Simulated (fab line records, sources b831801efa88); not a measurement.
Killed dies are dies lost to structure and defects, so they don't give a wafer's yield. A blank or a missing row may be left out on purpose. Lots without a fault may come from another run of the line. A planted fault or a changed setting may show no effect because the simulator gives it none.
fab line records | flow sky130
record lots=11 wafers=33 last_day=50
route steps=708 shown SD_P@328 SD_N@356 LI_CONTACT@376
lots that met no fault: from a run of the same line without faults
start_h: hours from the record's first day to the start of the lot's first wafer shown | wait_h: hours since the lot's step before | " the same as in the row above | L1.1+2: a row that stands for several wafers | - no value, or no start given | * or withheld: withheld | < > ~ a bound
route shown NAME@n: a module of which the file shows steps, and the number in the route of the first | usual: mean/standard deviation of fault-free wafers | same: alike in all rows | chamber/n: place in a boat | sites: the reading at each site | _std_site: their standard deviation | _edge_site: outer sites' mean less inner sites' | radius_mm: how far each site lies from the wafer's centre | mask NAME#n: copy n | behind: the tool/chamber that last shaped the wafer | hold: why the lot was held/for how many hours/how that ended | device: the transistor (n, p or np) that didn't switch | end of line: the same wafers' tests at the end of the route | a step without rows: its recipe alone | killed: dies lost to structure and defects at the first sort, not the wafer's yield | map: a wafer's dies, x killed, . not, _ none there
set.NAME: the setting as run; set.NAME@STEP: as run at that earlier step | model.NAME: the simulator's own value behind a step, which no gauge read
steps of the route over a sample of lots; a table a step, a row a wafer
services: from which hour (start_h, from the record's first day; less than 0 if before it) a tool's chamber was out of use, for how many hours, and why
## steps
# step SKY_SD_P_OVL_MEAS_08
# usual SD_P_OVL=1.1/1.4
# columns lot.wafer tool chamber start_h wait_h SD_P_OVL[nm]
L403.2 overlay-01 - 608.05 0.1 2.2
L403.3 " - " " 0.3
L403.6 " - " " 1.4
L407.1 overlay-02 - 633.97 0.1 -0.3
L407.2 " - " " -0.3
L407.5 " - " " 0.0
L408.2 overlay-01 - 645.60 0.1 -2.3
L408.5 " - " " -1.2
L408.6 " - " " 1.2
L409.1 overlay-02 - 646.48 0.1 -0.6
L409.3 " - " " 1.6
L409.4 " - " " 1.4
L410.3 overlay-01 - 653.06 0.1 0.3
L410.4 " - " " 1.7
L410.6 " - " " -0.1
L411.1 overlay-02 - 668.23 0.1 1.5
L411.2 " - " " 1.6
L411.4 " - " " 2.3
L421.1 overlay-02 - 740.05 0.1 2.3
L421.2 " - " " 2.4
L421.5 " - " " 3.1
L419.3 overlay-01 - 741.23 0.1 1.9
L419.4 " - " " 4.1
L419.6 " - " " 1.6
L420.1 overlay-01 - 742.35 0.1 -1.7
L420.2 " - " " 1.9
L420.5 " - " " 0.3
L422.1 overlay-01 - 747.45 0.1 0.0
L422.3 " - " " 0.4
L422.4 " - " " 0.9
L424.2 overlay-01 - 756.97 0.1 0.1
L424.4 " - " " 1.6
L424.6 " - " " 0.6
# step SKY_SD_N_RTA_14
# recipe temp_c=1075 time_s=2 idle_temp_c=650 ramp_up_c_per_s=150 ramp_down_c_per_s=90 ambient=N2
# usual chamber_o2_ppm=2.001/0.021 lamp_power_pct=15.74/0.056 ramp_down_c_per_s=90.002/0.015 wafer_temp_C_max=1077.8/1.2
# columns lot.wafer tool chamber start_h wait_h chamber_o2_ppm lamp_power_pct ramp_down_c_per_s wafer_temp_C_max
L403.2 rtp_anneal-01 0 665.84 0.0 2.037 15.80 90.014 1077.9
L403.3 " 0 " " 2.029 15.71 90.013 1079.1
L403.6 " 0 " " 2.009 15.74 90.001 1075.4
L407.1 rtp_anneal-02 0 691.83 0.0 2.018 15.70 89.994 1077.6
L407.2 " 0 " " 1.989 15.76 90.021 1078.0
L407.5 " 0 " " 2.003 15.91 90.020 1076.1
L408.2 rtp_anneal-01 0 702.49 0.0 1.996 15.77 89.981 1077.3
L408.5 " 0 " " 2.019 15.77 89.981 1077.6
L408.6 " 0 " " 1.981 15.76 90.000 1079.2
L409.1 rtp_anneal-02 0 703.99 0.0 2.000 15.76 90.006 1076.8
L409.3 " 0 " " 2.000 15.69 90.014 1078.4
L409.4 " 0 " " 2.000 15.77 90.009 1078.9
L410.3 rtp_anneal-01 0 711.18 0.0 1.987 15.69 90.020 1077.9
L410.4 " 0 " " 1.990 15.71 90.016 1077.7
L410.6 " 0 " " 1.973 15.77 90.003 1078.3
L411.1 rtp_anneal-02 0 725.71 0.0 2.028 15.76 90.009 1077.7
L411.2 " 0 " " 2.007 15.76 90.022 1078.6
L411.4 " 0 " " 2.011 15.79 90.001 1077.7
L421.1 rtp_anneal-02 0 792.87 0.0 1.980 14.73 90.005 1077.9
L421.2 " 0 " " 2.014 14.83 89.998 1075.9
L421.5 " 0 " " 1.994 14.73 90.006 1077.1
L419.3 rtp_anneal-01 0 795.34 0.0 2.007 15.75 90.037 1075.5
L419.4 " 0 " " 2.034 15.65 90.011 1077.0
L419.6 " 0 " " 2.048 15.81 89.990 1078.7
L420.1 rtp_anneal-02 0 797.03 0.0 1.988 14.71 89.972 1076.6
L420.2 " 0 " " 2.008 14.65 89.992 1080.3
L420.5 " 0 " " 1.984 14.73 89.997 1079.0
L422.1 rtp_anneal-01 0 800.83 0.0 1.957 15.67 89.988 1077.9
L422.3 " 0 " " 1.989 15.70 89.998 1079.4
L422.4 " 0 " " 1.990 15.72 89.987 1076.7
L424.2 rtp_anneal-01 0 810.78 0.0 1.978 15.68 90.031 1077.4
L424.4 " 0 " " 1.992 15.72 90.019 1076.6
L424.6 " 0 " " 1.993 15.81 90.005 1078.6
# step SKY_SD_N_RS_MEAS_16
# recipe thk_meas_gauge=four-point-probe
# usual SD_N_RS=68.60/0.11
# columns lot.wafer tool chamber start_h wait_h SD_N_RS[ohm/sq]
L403.2 film_metro-01 - 666.02 0.1 68.62
L403.3 " - " " 68.85
L403.6 " - " " 68.68
L407.1 film_metro-03 - 692.00 0.1 68.52
L407.2 " - " " 68.58
L407.5 " - " " 68.62
L408.2 film_metro-01 - 702.67 0.1 68.54
L408.5 " - " " 68.69
L408.6 " - " " 68.52
L409.1 film_metro-03 - 704.16 0.1 68.56
L409.3 " - " " 68.75
L409.4 " - " " 68.66
L410.3 film_metro-03 - 711.38 0.1 68.42
L410.4 " - " " 68.54
L410.6 " - " " 68.62
L411.1 film_metro-04 - 725.89 0.1 68.54
L411.2 " - " " 68.41
L411.4 " - " " 68.45
L421.1 film_metro-04 - 793.05 0.1 73.01
L421.2 " - " " 72.88
L421.5 " - " " 72.95
L419.3 film_metro-01 - 795.54 0.1 68.75
L419.4 " - " " 68.73
L419.6 " - " " 68.71
L420.1 film_metro-01 - 797.20 0.1 72.93
L420.2 " - " " 72.87
L420.5 " - " " 73.00
L422.1 film_metro-04 - 801.00 0.1 68.52
L422.3 " - " " 68.40
L422.4 " - " " 68.51
L424.2 film_metro-03 - 810.97 0.1 68.57
L424.4 " - " " 68.83
L424.6 " - " " 68.77
# step SKY_SD_N_RS_MEAS_17
# recipe thk_meas_gauge=four-point-probe
# usual SD_P_RS=147.1/0.4
# columns lot.wafer tool chamber start_h wait_h SD_P_RS[ohm/sq]
L403.2 film_metro-01 - 666.14 0.1 147.1
L403.3 " - " " 147.2
L403.6 " - " " 147.3
L407.1 film_metro-03 - 692.12 0.1 146.7
L407.2 " - " " 147.1
L407.5 " - " " 147.0
L408.2 film_metro-01 - 702.79 0.1 147.1
L408.5 " - " " 147.6
L408.6 " - " " 147.1
L409.1 film_metro-03 - 704.28 0.1 147.3
L409.3 " - " " 147.5
L409.4 " - " " 147.7
L410.3 film_metro-03 - 711.50 0.1 146.9
L410.4 " - " " 147.2
L410.6 " - " " 146.8
L411.1 film_metro-04 - 726.01 0.1 146.8
L411.2 " - " " 146.8
L411.4 " - " " 146.4
L421.1 film_metro-04 - 793.17 0.1 173.6
L421.2 " - " " 172.6
L421.5 " - " " 173.6
L419.3 film_metro-01 - 795.66 0.1 148.0
L419.4 " - " " 147.8
L419.6 " - " " 148.3
L420.1 film_metro-01 - 797.32 0.1 173.0
L420.2 " - " " 173.5
L420.5 " - " " 173.1
L422.1 film_metro-04 - 801.12 0.1 146.9
L422.3 " - " " 146.6
L422.4 " - " " 146.5
L424.2 film_metro-03 - 811.09 0.1 147.2
L424.4 " - " " 147.9
L424.6 " - " " 147.6
# step SKY_LI_CONTACT_ETCH_14
# recipe chemistry=N2/H2 target=BARC ion_energy_ev=200 source_w=500 bias_w=100 pressure_mtorr=30 n2_flow_sccm=100 h2_flow_sccm=200 stop_on=SiO2 time_s=45.9 target_depth_a=600
# usual drypump_motor_current_A=5.9/0.38 oes_product_au=0.855/0.0044 throttle_valve_pct=13.224/0.0091
# columns lot.wafer tool chamber start_h wait_h drypump_motor_current_A oes_product_au rf_hours_counter_h throttle_valve_pct
L403.2 rie_diel-01 1 695.02 0.0 6.6 0.852 4 13.225
L403.3 " 0 " " 5.8 0.850 10 13.227
L403.6 " 2 " " 5.3 0.859 - 13.229
L407.1 rie_diel-03 1 721.52 0.0 5.7 0.853 11 13.227
L407.2 " 2 " " 6.1 0.856 43 13.232
L407.5 " 2 " " 6.1 0.856 - 13.228
L408.2 rie_diel-01 3 730.41 0.0 5.4 0.859 17 13.215
L408.5 " 1 " " 6.6 0.860 - 13.212
L408.6 " 2 " " 5.3 0.862 - 13.230
L409.1 rie_diel-04 1 732.53 0.0 6.4 0.855 1 13.229
L409.3 " 3 " " 5.9 0.858 12 13.234
L409.4 " 3 " " 5.9 0.858 - 13.211
L410.3 rie_diel-04 3 739.61 0.0 5.9 0.859 12 13.233
L410.4 " 3 " " 5.9 0.852 - 13.228
L410.6 " 0 " " 5.5 0.851 - 13.219
L411.1 rie_diel-04 2 753.02 0.0 6.1 0.854 0 13.209
L411.2 " 1 " " 6.4 0.861 2 13.223
L411.4 " 3 " " 5.9 0.856 13 13.215
L421.1 rie_diel-03 3 819.62 0.0 5.8 0.860 17 13.222
L421.2 " 0 " " 5.6 0.858 10 13.233
L421.5 " 3 " " 5.8 0.856 - 13.219
L419.3 rie_diel-04 1 823.21 0.0 6.4 0.857 4 13.222
L419.4 " 2 " " 6.2 0.856 - 13.238
L419.6 " 1 " " 6.4 0.857 - 13.224
L420.1 rie_diel-01 1 824.63 0.0 6.6 0.855 7 13.224
L420.2 " 0 " " 5.8 0.844 13 13.196
L420.5 " 3 " " 5.4 0.863 - 13.220
L422.1 rie_diel-01 2 827.93 0.0 5.3 0.859 19 13.222
L422.3 " 1 " " 6.5 0.853 7 13.231
L422.4 " 0 " " 5.8 0.851 13 13.236
L424.2 rie_diel-03 2 838.13 0.0 6.1 0.852 1 13.241
L424.4 " 3 " " 5.8 0.850 18 13.221
L424.6 " 3 " " 5.8 0.854 - 13.210
# step SKY_LI_CONTACT_STRIP_16
# recipe chemistry=O2/N2 power_w=1400 pressure_mtorr=1500 platen_temp_c=withheld o2_flow_sccm=3000 n2_flow_sccm=300 overash_fraction=0.5
# usual drypump_motor_current_A=5.6/0.53 oes_product_au=0.376/0.0049 strip_time_to_endpoint_s=3.50/0.041
# columns lot.wafer tool chamber start_h wait_h drypump_motor_current_A oes_product_au rf_hours_counter_h strip_time_to_endpoint_s
L403.2 plasma_asher-04 0 695.14 - 6.2 0.373 26 3.50
L403.3 " 0 " " 6.2 0.382 - 3.48
L403.6 " 1 " " 4.8 0.378 - 3.58
L407.1 plasma_asher-04 1 721.64 - 4.8 0.378 29 3.46
L407.2 " 0 " " 6.2 0.374 29 3.45
L407.5 " 1 " " 4.8 0.378 - 3.47
L408.2 plasma_asher-03 1 730.54 - 5.4 0.374 57 3.49
L408.5 " 0 " " 5.3 0.388 - 3.52
L408.6 " 1 " " 5.4 0.379 - 3.59
L409.1 plasma_asher-03 0 732.66 - 5.3 0.370 57 3.49
L409.3 " 1 " " 5.4 0.376 - 3.48
L409.4 " 0 " " 5.3 0.377 - 3.51
L410.3 plasma_asher-04 1 739.77 - 4.8 0.376 - 3.57
L410.4 " 0 " " 6.2 0.378 - 3.54
L410.6 " 0 " " 6.2 0.367 - 3.55
L411.1 plasma_asher-02 0 753.14 - 5.8 0.382 1 3.55
L411.2 " 1 " " 6.0 0.368 1 3.49
L411.4 " 1 " " 6.1 0.382 - 3.56
L421.1 plasma_asher-02 1 819.81 - 6.1 0.377 8 3.48
L421.2 " 0 " " 5.7 0.374 8 3.50
L421.5 " 0 " " 5.7 0.373 - 3.50
L419.3 plasma_asher-04 1 823.37 - 4.8 0.374 - 3.51
L419.4 " 0 " " 6.2 0.379 - 3.53
L419.6 " 0 " " 6.2 0.379 - 3.52
L420.1 plasma_asher-02 0 824.76 - 5.8 0.379 8 3.52
L420.2 " 1 " " 6.1 0.375 8 3.41
L420.5 " 1 " " 6.1 0.373 - 3.50
L422.1 plasma_asher-04 1 828.06 - 4.8 0.377 38 3.55
L422.3 " 1 " " 4.8 0.365 - 3.52
L422.4 " 0 " " 6.2 0.371 - 3.41
L424.2 plasma_asher-04 1 838.26 - 4.8 0.373 39 3.40
L424.4 " 0 " " 6.3 0.375 - 3.44
L424.6 " 1 " " 4.8 0.376 - 3.44
## services
# columns tool chamber start_h hours kind
rie_diel-04 1 662.82 - clean
rie_diel-04 1 662.82 15.6 scheduled_down
rie_diel-04 1 662.82 15.6 vent_cycle
rie_diel-01 - 663.25 15.6 pm
rie_diel-01 3 682.39 9.5 repair
rie_diel-04 2 686.96 5.0 repair
rie_diel-01 2 707.94 3.2 repair
rie_diel-04 0 714.40 7.3 repair
rie_diel-04 2 721.70 - clean
rie_diel-04 2 721.70 22.8 scheduled_down
rie_diel-04 2 721.70 22.8 vent_cycle
plasma_asher-02 - 733.75 9.0 pm
rie_diel-03 1 766.63 8.0 repair
rie_diel-01 - 786.38 28.1 pm
rie_diel-03 1 789.60 32.8 repair
rie_diel-04 3 799.81 31.0 repair
plasma_asher-04 - 803.11 13.9 repair
rie_diel-03 2 814.60 10.9 repair
rie_diel-03 - 820.90 2.5 repair
rie_diel-01 - 825.17 0.8 repair
plasma_asher-03 - 826.60 3.1 repair
rie_diel-04 0 830.83 - clean
rie_diel-04 0 830.83 17.9 scheduled_down
plasma_asher-04 - 835.54 2.6 repair
## key
first_sign step=SKY_SD_N_RTA_14 reading=lamp_power_pct direction=down sigmas=18 usual=15.74 struck=14.73
effect step=SKY_SD_N_RS_MEAS_16 reading=SD_N_RS direction=up sigmas=40 usual=68.60 struck=72.94
effect step=SKY_SD_N_RS_MEAS_17 reading=SD_P_RS direction=up sigmas=65 usual=147.1 struck=173.2
met_at SKY_SD_N_RTA_14
struck_lots L420,L421
tester_left_out L420,L421
not_acting_at SKY_SD_P_OVL_MEAS_08,SKY_LI_CONTACT_ETCH_14,SKY_LI_CONTACT_STRIP_16
onset_between 725.71 792.87
fault kind=process_parameter_drift tool=rtp_anneal-02 chamber=- onset_h=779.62 steps=SKY_SD_N_RTA_14 channel=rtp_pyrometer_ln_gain offset=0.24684 shape=step end_h=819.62
# tester_left_out: of these lots the tester's yield and bins aren't shown, on N5 and GAA mostly nor the transistor test; their killed dies are dies lost to structure and defects alone, not to doping, threshold or leakage, so they don't give the yield
